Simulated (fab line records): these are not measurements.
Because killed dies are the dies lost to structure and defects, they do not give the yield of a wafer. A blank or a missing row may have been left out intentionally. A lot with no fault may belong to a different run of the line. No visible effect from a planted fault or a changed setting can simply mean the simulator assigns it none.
Struck lot and sound lot, side by side :: flow sky130 :: 14 steps out of a route of 708
Sound: these wafers, L925.2, L925.3, L925.6. Wafers struck: L927.3, L927.5, L927.6. The cause is given at the end.
For every step that has rows: the tool of each side, followed by ch and its chambers, followed by its first start. Under that, the readings that differ: sound wafers :: struck wafers :: difference of the means :: sigmas: that difference in standard deviations of wafers without a fault.
alike: readings with means less than 2 such deviations apart, plus words and numbers identical on both sides. not compared: withheld readings, readings lacking a value on some wafer, bounds such as >300 that could conceal the same value, and numbers that have no deviation in the record and whose values overlap.
A row with sigmas, a row that says differs or no value, or rows on one side alone: a step with any of these is where the two part. Numbers that don't overlap but have no deviation are shown without sigmas and don't part them. Lack of a reading on every wafer of one side parts them only where that side has two or more wafers.

SKY_METAL3_SPUTTER_04: material TiN, target thk 70 nm, time 58.3 s.
  sound: pvd_sputter-01 at day 40 23:53; struck: pvd_sputter-01 at day 41 08:40
  alike: throttle_valve_pct
SKY_CAPM_CVD_00: deposits SiO2, target thk 15.5 nm.
  sound on pecvd-03 ch 0,2, day 40 23:56; struck on pecvd-01 ch 0,1, day 41 08:43
  alike: heater_power_w
SKY_CAPM_THK_MEAS_01:
  sound: film_metro-02 at day 40 23:58; struck: film_metro-03 at day 41 08:46
  alike: CAPM_CVD_00_THK
SKY_CAPM_SPUTTER_02: material TiN, target thk 200 nm, time 158.6 s.
  sound: pvd_sputter-02 at day 41 00:01; struck: pvd_sputter-03 at day 41 08:48
  alike: throttle_valve_pct
SKY_CAPM_RS_MEAS_03: measurement is done with a four-point probe.
  sound: film_metro-04 at day 41 00:08; struck: film_metro-04 at day 41 08:57
  alike: CAPM_TIN_RS
SKY_CAPM_THK_MEAS_04: measures by xrf.
  sound: film_metro-04 at day 41 00:15; struck: film_metro-04 at day 41 09:03
  alike: CAPM_TIN_THK
then, 6 steps without rows for these wafers: SKY_CAPM_DEHYDRATE_05 (time 60 s); SKY_CAPM_HMDS_06 (prime time 60 s); SKY_CAPM_COAT_07 (resist thk 1140 nm); SKY_CAPM_SOFTBAKE_08 (time 60 s); SKY_CAPM_EXPOSE_09 (exposes mask CAPM, target cd 1000 nm); SKY_CAPM_PEB_10.
SKY_CAPM_DEVELOP_11: develop time 60 s.
  sound on litho_track-04 ch 0, day 42 00:11; struck on litho_track-04, day 42 08:25
  no value came back on the struck wafers for chill_plate_temp_C (C), develop_time_s (s); on the sound wafers chill_plate_temp_C (C) reads 23.03 23.06 23.13
SKY_CAPM_OVL_MEAS_12:
  sound: overlay-02 at day 42 00:19; struck: overlay-02 at day 42 08:31
reading: CAPM_OVL (nm)
sound: 1.7 3.5 2.1
struck: - - -
difference: no value on the struck wafers
sigmas: 

WHERE THEY PART
Last at SKY_CAPM_OVL_MEAS_12 as far as this record goes, first at SKY_CAPM_DEVELOP_11.

WHY: the cause the simulator had injected
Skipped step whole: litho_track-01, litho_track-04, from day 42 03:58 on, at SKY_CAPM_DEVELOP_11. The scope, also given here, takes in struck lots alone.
